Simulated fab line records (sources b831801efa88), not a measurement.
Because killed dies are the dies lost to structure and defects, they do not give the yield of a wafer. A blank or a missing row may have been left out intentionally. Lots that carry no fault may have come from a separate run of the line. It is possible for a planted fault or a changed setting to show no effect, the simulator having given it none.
A single fault, viewed from 2 desks || flow sky130 || what lay behind the numbers comes last; until then each desk has only its own

== THE METROLOGY DESK ==
Lot by lot, what the gauges showed, no matter which tool ran the lot: averages of those sampled wafers that carry a number. A lot is out of limits, marked OUT, if its mean lies more than 4 standard deviations from the usual mean; the brackets give that distance.
Columns: A = VIA1_W_THK at SKY_VIA1_THK_MEAS_23, usual 276 nm
{"lot": "L876", "first seen here": "day 33 22:42", "A": 276}
{"lot": "L879", "first seen here": "day 35 01:04", "A": 276}
{"lot": "L881", "first seen here": "day 36 06:11", "A": 278}
{"lot": "L882", "first seen here": "day 36 09:34", "A": 274}
{"lot": "L883", "first seen here": "day 36 11:33", "A": 277}
{"lot": "L891", "first seen here": "day 38 22:55", "A": 272}
{"lot": "L892", "first seen here": "day 39 00:57", "A": 271}
{"lot": "L894", "first seen here": "day 39 17:23", "A": 279}
{"lot": "L895", "first seen here": "day 39 22:53", "A": 272}
{"lot": "L896", "first seen here": "day 40 21:26", "A": 273}
{"lot": "L898", "first seen here": "day 41 00:26", "A": 271}
{"lot": "L899", "first seen here": "day 41 04:01", "A": 281}
This desk found nothing out of limits on any of the 12 lots.

== DESK OF THE TOOL OWNER: plasmaAsher-02 ==
The tool's own readings at SKY_VIA1_STRIP_16 (strips in O2/N2): means of the sampled wafers that have a number, for each lot that ran on this tool. A lot is out of limits, marked OUT, if its mean lies more than 4 standard deviations from the usual mean; the brackets give that distance.
Columns: A = chamberPressureMTorr at SKY_VIA1_STRIP_16, usual 1500.1 mTorr; B = drypumpMotorCurrentA at SKY_VIA1_STRIP_16, usual 5.75 A; C = o2FlowSccm at SKY_VIA1_STRIP_16, usual 3001 sccm; D = oesProductAu at SKY_VIA1_STRIP_16, usual 0.416 a.u.; E = stripTimeToEndpointS at SKY_VIA1_STRIP_16, usual 4.462 s
{"lot": "L879", "first seen here": "day 35 00:11", "A": 1500.4, "B": 5.59, "C": 3008, "D": 0.418, "E": 4.449}
{"lot": "L882", "first seen here": "day 36 08:42", "A": 1501.2, "B": 5.58, "C": "3403 (+52) OUT", "D": 0.412, "E": 4.438}
{"lot": "L891", "first seen here": "day 38 22:03", "A": 1500.5, "B": 5.59, "C": 3008, "D": 0.415, "E": 4.465}
{"lot": "L898", "first seen here": "day 40 23:35", "A": 1499.8, "B": 5.58, "C": 3005, "D": 0.419, "E": 4.472}
{"lot": "L899", "first seen here": "day 41 03:07", "A": 1498.5, "B": 5.52, "C": 3005, "D": 0.420, "E": 4.449}
This desk's verdict: out of limits on L882, starting with L882 at day 36 08:42 (o2FlowSccm at SKY_VIA1_STRIP_16). L879, L891, L898, L899 stayed within limits.

== BROUGHT TOGETHER ==
The tool owner's desk could have raised an alarm at day 36 08:42, on L882.
Nothing out of limits was seen by the metrology desk.
The metrology desk has L882 on record, within its limits.
On plasmaAsher-02, each named lot ran SKY_VIA1_STRIP_16.

== WHAT THE SIMULATOR PUT IN ==
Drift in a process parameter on plasmaAsher-02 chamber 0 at SKY_VIA1_STRIP_16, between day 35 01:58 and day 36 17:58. A move of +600 in setting o2FlowSccm, from 3000. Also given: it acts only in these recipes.
Lots struck among those shown: L882.
Hours from the fault's start to each desk's first reading out of limits: the tool owner's desk, 31.
